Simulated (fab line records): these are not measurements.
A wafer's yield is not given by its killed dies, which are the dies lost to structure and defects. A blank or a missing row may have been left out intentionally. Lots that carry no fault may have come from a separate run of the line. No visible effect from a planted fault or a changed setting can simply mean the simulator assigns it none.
One fault through the eyes of 2 desks || flow sky130 || numbers are kept per desk, each desk with only its own; the story behind them comes last

METROLOGY DESK
Lot by lot, what the gauges showed, no matter which tool ran the lot: averages of those sampled wafers that carry a number. Any lot whose mean is over 4 standard deviations away from the usual mean is out of limits and marked OUT; that distance is given in the brackets.
Columns: A = VIA3_HDPCVD_THK at SKY_VIA3_THK_MEAS_01, usual 1633 nm; B = cdNm at SKY_VIA3_CD_MEAS_12, usual 199.9 nm
{"lot": "L424", "first seen here": "day 38 13:55", "A": 1650, "B": 200.8}
{"lot": "L425", "first seen here": "day 38 23:52", "A": 1636, "B": 200.3}
{"lot": "L426", "first seen here": "day 39 06:52", "A": 1626, "B": 199.3}
{"lot": "L427", "first seen here": "day 39 19:21", "A": 1635, "B": 200.8}
{"lot": "L430", "first seen here": "day 40 15:27", "A": 1621, "B": 200.6}
{"lot": "L437", "first seen here": "day 42 08:52", "A": "1431 (-14) OUT", "B": 201.8}
{"lot": "L438", "first seen here": "day 42 22:19", "A": 1626, "B": 201.2}
{"lot": "L440", "first seen here": "day 43 13:42", "A": 1660, "B": 197.5}
{"lot": "L445", "first seen here": "day 44 21:00", "A": 1627, "B": 198.4}
{"lot": "L446", "first seen here": "day 44 22:51", "A": 1644, "B": 201.9}
{"lot": "L447", "first seen here": "day 45 12:10", "A": 1635, "B": 200.7}
This desk's result: L437 out of limits, first on L437 (VIA3_HDPCVD_THK at SKY_VIA3_THK_MEAS_01), day 42 08:52. L424, L425, L426, L427, L430, L438, L440, L445, L446, L447 stayed within limits.

TOOL OWNER'S DESK, hdpcvd-02
The tool's own readings at SKY_VIA3_HDPCVD_00 (deposits SiO2, target thk 1635 nm, time 272.5 s): means of the sampled wafers that have a number, for each lot that ran on this tool. Any lot whose mean is over 4 standard deviations away from the usual mean is out of limits and marked OUT; that distance is given in the brackets.
Columns: A = runLengthS at SKY_VIA3_HDPCVD_00, usual 299.8 s; B = sih4FlowSccm at SKY_VIA3_HDPCVD_00, usual 59.98 sccm
{"lot": "L424", "first seen here": "day 38 13:46", "A": 300.2, "B": 60.02}
{"lot": "L427", "first seen here": "day 39 19:11", "A": 299.5, "B": 60.15}
{"lot": "L437", "first seen here": "day 42 08:42", "A": "268.6 (-66) OUT", "B": 60.15}
This desk finds L437 out of limits, L437 being first, at day 42 08:42 (runLengthS at SKY_VIA3_HDPCVD_00). L424, L427 stayed within limits.

PUT TOGETHER
An alarm could have come from the tool owner's desk at day 42 08:42, on L437.
The metrology desk could have raised an alarm at day 42 08:52, on L437.
SKY_VIA3_HDPCVD_00 was run on hdpcvd-02 by each of the lots named.

WHAT THE SIMULATOR HAD PUT IN
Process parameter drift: hdpcvd-02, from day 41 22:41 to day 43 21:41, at SKY_VIA3_HDPCVD_00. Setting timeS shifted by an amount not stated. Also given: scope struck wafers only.
Lots struck among those shown: L437.
Hours from the fault's start to each desk's first reading out of limits: the tool owner's desk, 10; the metrology desk, 10.
